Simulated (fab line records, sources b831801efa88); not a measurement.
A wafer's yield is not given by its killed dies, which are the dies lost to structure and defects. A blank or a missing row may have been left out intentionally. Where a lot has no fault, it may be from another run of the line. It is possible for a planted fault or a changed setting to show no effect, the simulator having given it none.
A struck lot beside a sound one + flow sky130 + 16 steps out of a route of 708
Sound: these wafers, L732.1, L732.3, L732.6. Wafers struck: L743.1, L743.2, L743.5. The cause is named last.
At each step with rows: each side's tool, then ch and its chambers, then its first start. Under that, the readings that differ: sound wafers + struck wafers + difference of the means + sigmas: that difference in standard deviations of wafers without a fault.
alike: a reading whose means differ by less than 2 such deviations, as well as words and numbers matching on both sides. not compared: withheld readings; readings where some wafer has no value; bounds like >300 that might hide an equal value; numbers whose values overlap and for which the record gives no deviation.
Wherever a step has rows on one side only, a row that says differs or no value, or a row with sigmas, the two part there. Numbers that have no deviation but don't overlap get no sigmas and don't part them. A reading that every wafer of one side lacks parts them only if that side has two wafers or more.

SKY_LDD_HVP_STRIP_09: strips in O2/N2.
  sound on plasma-asher-01 ch 0,1, day 24 14:13; struck on plasma-asher-02 ch 0,1, day 28 12:02
  alike: drypump-motor-current-A, o2-flow-sccm, oes-product-au, strip-time-to-endpoint-s
  not compared: rf-hours-counter-h
SKY_LDD_HVP_TW_MEAS_10:
  sound on film-metro-01, day 24 14:19; struck on film-metro-01, day 28 12:08
  alike: LDD_HVP_TW
then, 7 steps without rows for these wafers: SKY_LDD_LDN_DEHYDRATE_00 (time 60 s); SKY_LDD_LDN_HMDS_01 (prime time 60 s); SKY_LDD_LDN_COAT_02 (resist thk 1140 nm); SKY_LDD_LDN_SOFTBAKE_03 (time 60 s); SKY_LDD_LDN_EXPOSE_04 (exposes mask LDNTM, target cd 700 nm); SKY_LDD_LDN_PEB_05; SKY_LDD_LDN_DEVELOP_06 (develop time 60 s).
SKY_LDD_LDN_OVL_MEAS_07:
  sound on overlay-01, day 25 19:37; struck on overlay-02, day 29 15:18
  alike: LDD_LDN_OVL
then, 2 steps without rows for these wafers: SKY_LDD_LDN_IMPLANT_08; SKY_LDD_LDN_IMPLANT_09.
SKY_LDD_LDN_IMPLANT_10:
  sound on implanter-02 ch 0, day 25 19:58; struck on implanter-01, day 29 15:38
  no value came back on the struck wafers for beam-energy-keV, beam-on-s (s); on the sound wafers beam-energy-keV reads 14.994 14.998 14.996
following that, these wafers have no rows for 1 step: SKY_LDD_LDN_IMPLANT_11.
SKY_LDD_LDN_STRIP_12: strips in O2/N2.
  sound on plasma-asher-02 ch 0,1, day 25 20:16; struck on plasma-asher-03 ch 0,1, day 29 15:56
  alike: drypump-motor-current-A, o2-flow-sccm, oes-product-au, strip-time-to-endpoint-s
  not compared: rf-hours-counter-h
SKY_LDD_LDN_TW_MEAS_13:
  sound on film-metro-02, day 25 20:22; struck on film-metro-04, day 29 16:22
| reading    | sound          | struck         | difference | sigmas |
|------------|----------------|----------------|------------|--------|
| LDD_LDN_TW | 1493 1487 1486 | 1347 1341 1344 | -145       | -12    |
  not compared: hold

WHERE THEY PART
Last at SKY_LDD_LDN_TW_MEAS_13 as far as this record goes, first at SKY_LDD_LDN_IMPLANT_10.

WHY: what had been put in by the simulator
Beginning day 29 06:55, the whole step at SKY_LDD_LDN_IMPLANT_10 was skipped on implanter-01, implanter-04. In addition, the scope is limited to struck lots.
